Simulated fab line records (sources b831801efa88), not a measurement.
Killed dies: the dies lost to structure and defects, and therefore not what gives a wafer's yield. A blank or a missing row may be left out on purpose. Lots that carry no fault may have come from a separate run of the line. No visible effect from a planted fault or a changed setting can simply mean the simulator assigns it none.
What tool caused it? | flow gf180mcu | 39 wafers from 13 lots sampled at 2 of the route's 602 steps

WHAT EACH GAUGE READ, for each wafer
GF_M1_CD_MEAS_14: target cd 230 nm.
lot  | measured     | on        | cd nm (nm)
L135 | day 17 10:52 | cd sem-01 | 229.8 230.3 229.2
L136 | day 17 15:07 | cd sem-01 | 230.9 230.0 231.4
L138 | day 18 00:52 | cd sem-01 | 228.0 228.1 227.1
L137 | day 18 03:22 | cd sem-02 | 229.0 229.7 229.1
L142 | day 19 18:18 | cd sem-02 | 231.2 232.3 230.4
L144 | day 20 19:04 | cd sem-01 | 231.3 231.3 230.8
L148 | day 22 07:05 | cd sem-01 | 227.7 227.9 228.2
L152 | day 23 13:22 | cd sem-02 | 228.1 228.1 228.1
L153 | day 24 01:23 | cd sem-02 | 229.4 228.1 229.4
L156 | day 24 12:26 | cd sem-02 | 228.5 229.9 229.1
L155 | day 24 15:15 | cd sem-01 | 228.2 228.2 227.8
L157 | day 25 02:42 | cd sem-02 | 230.9 229.6 229.6
L158 | day 25 11:07 | cd sem-02 | 231.3 230.0 230.7

GF_V1_THK_MEAS_25: measures by xrf.
lot  | measured     | on            | V1_W_THK (nm)
L135 | day 18 14:10 | film metro-03 | 354 355 354
L136 | day 18 17:58 | film metro-01 | 352 353 357
L138 | day 19 02:51 | film metro-03 | 354 359 360
L137 | day 19 06:22 | film metro-02 | 346 347 350
L142 | day 20 21:31 | film metro-02 | 350 346 348
L144 | day 21 20:50 | film metro-01 | 347 351 354
L148 | day 23 07:50 | film metro-02 | 353 357 352
L152 | day 24 14:37 | film metro-02 | 347 351 347
L153 | day 25 02:02 | film metro-03 | 360 360 361
L156 | day 25 12:48 | film metro-01 | 355 357 356
L155 | day 25 15:15 | film metro-03 | 350 350 348
L157 | day 26 02:40 | film metro-02 | 356 353 358
L158 | day 26 11:07 | film metro-01 | 350 347 349

WHICH TOOL RAN EACH LOT (tool, then ch and the chambers of the sampled wafers, then the start)
Record: no process step prior to these readings.

AS READ BY THE TOOLS THEMSELVES (means over the sampled wafers that have a number; for cases with no such wafer, the mark the record gives instead)
The record holds no such reading with a usual standard deviation.

THE ANSWER, worked out from the rows above alone
Rule: what is usual is taken from the lots themselves. The widest of any qualifying gaps counts: lots, ordered by their means at a reading, are off when they make up no more than a third of the lots, leave a main group of 4 or more, and stand apart from it by 3 or more times the standard deviation of that group's means. The tables above print the reading to a certain number of digits; a main group whose means all agree to those digits is not used. Also off: a lot with no number at a reading for which 4 or more lots have one. All remaining lots with rows at the step are treated as sound. After the gauges, taken in route order, come the tools' own readings; for these a lot's mean is taken, as printed above. At the first step where some lot is off, the reading lying furthest off is the one used; lots without a number count as furthest.
No lot is off at any reading shown: from this, nothing can be told.

WHAT WAS PUT IN BY THE SIMULATOR
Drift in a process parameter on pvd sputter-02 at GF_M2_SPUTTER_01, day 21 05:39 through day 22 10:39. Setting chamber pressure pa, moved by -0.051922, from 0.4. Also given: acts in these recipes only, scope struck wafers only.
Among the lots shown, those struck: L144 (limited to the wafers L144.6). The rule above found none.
